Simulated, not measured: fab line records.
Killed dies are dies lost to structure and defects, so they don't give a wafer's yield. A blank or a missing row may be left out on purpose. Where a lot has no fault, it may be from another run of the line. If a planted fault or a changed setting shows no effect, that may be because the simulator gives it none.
Matching of chambers ; flow sky130 ; SKY_FIELD_ISO_CMP_27 on cmp-01: 4 sister chambers
The step polishes, stops on Si3N4, t overpolish 16 s, target thk 457.8 nm. 36 wafers are shown with their chamber, then 12 later ones without.

WAFERS WITH THEIR CHAMBER
wafer;chamber;motor current A (A);time to endpoint s (s);head pressure psi (psi)
L074.1;1;12.8;114;4.004
L074.3;2;11.2;110;3.994
L074.5;1;13.2;110;3.988
L075.2;0;10.4;114;3.976
L075.3;3;11.1;109;4.000
L075.5;2;10.7;109;3.998
L079.1;0;10.2;112;3.996
L079.5;0;11.3;113;4.003
L079.6;3;11.5;107;4.002
L080.3;0;10.5;109;4.005
L080.4;3;11.4;103;4.010
L080.5;2;11.2;107;3.999
L082.1;0;9.7;117;3.982
L082.3;1;13.2;109;4.004
L082.6;0;10.1;110;3.996
L083.2;2;11.2;106;4.008
L083.5;1;13.4;107;4.005
L083.6;2;11.4;110;3.998
L084.1;0;10.2;115;3.991
L084.2;1;12.3;107;3.995
L084.6;2;11.1;108;3.996
L087.1;0;10.4;113;3.999
L087.5;0;9.8;115;3.983
L087.6;1;13.0;111;4.008
L088.1;3;10.9;110;4.008
L088.3;1;12.5;108;3.997
L088.5;3;10.7;106;4.015
L090.1;0;10.1;107;4.009
L090.3;2;11.0;104;3.995
L090.4;3;11.1;101;4.010
L092.2;0;10.3;114;3.978
L092.3;2;10.4;110;3.990
L092.4;3;10.8;111;3.987
L093.1;3;10.5;104;4.014
L093.2;0;10.6;110;3.997
L093.5;3;11.2;106;4.007

SIGNATURES (averages over the wafers above)
reading;chamber 0;chamber 1;chamber 2;chamber 3;scatter within a chamber
motor current A;10.300;12.914;11.025;11.022;0.372
time to endpoint s;112.42;109.43;108.00;106.33;2.81
head pressure psi;3.99292;4.00014;3.99725;4.00589;0.00865
Rule: a wafer lies at a distance from a chamber equal to the root of the sum of squares, over the readings, of (its reading less the chamber's mean, divided by the reading's scatter). If the next closest chamber is less than 2 further off than the closest, the wafer can't be placed; otherwise it belongs to the closest. The scatter: take each reading less its chamber's mean, square it, sum over the shown wafers, divide by the number of wafers less the number of chambers, and take the root.

WAFERS WHOSE CHAMBER IS MISSING
wafer;motor current A (A);time to endpoint s (s);head pressure psi (psi)
L094.1;10.6;109;4.003
L094.3;12.9;106;4.010
L094.5;10.3;109;3.996
L095.3;11.0;107;3.995
L095.4;11.1;105;3.993
L095.6;13.7;111;4.019
L096.2;10.5;108;4.012
L096.3;10.7;105;4.005
L096.5;11.2;105;4.004
L097.4;10.6;110;3.991
L097.5;11.3;111;4.004
L097.6;10.1;117;4.026

EACH ONE'S CHAMBER
wafer;from the rows above;in truth
L094.1;can't be placed: 2 or 3 or 0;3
L094.3;1;1
L094.5;can't be placed: 0 or 2 or 3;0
L095.3;can't be placed: 2 or 3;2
L095.4;can't be placed: 2 or 3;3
L095.6;1;1
L096.2;can't be placed: 3 or 2 or 0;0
L096.3;can't be placed: 3 or 2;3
L096.5;can't be placed: 3 or 2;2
L097.4;can't be placed: 0 or 2 or 3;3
L097.5;can't be placed: 2 or 3 or 0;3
L097.6;can't be placed: 0 or 3 or 2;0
2 of 12 placed correctly. Can't be placed from these rows: 10 (the true chamber is among the candidates in 10). Number placed wrongly: 0.
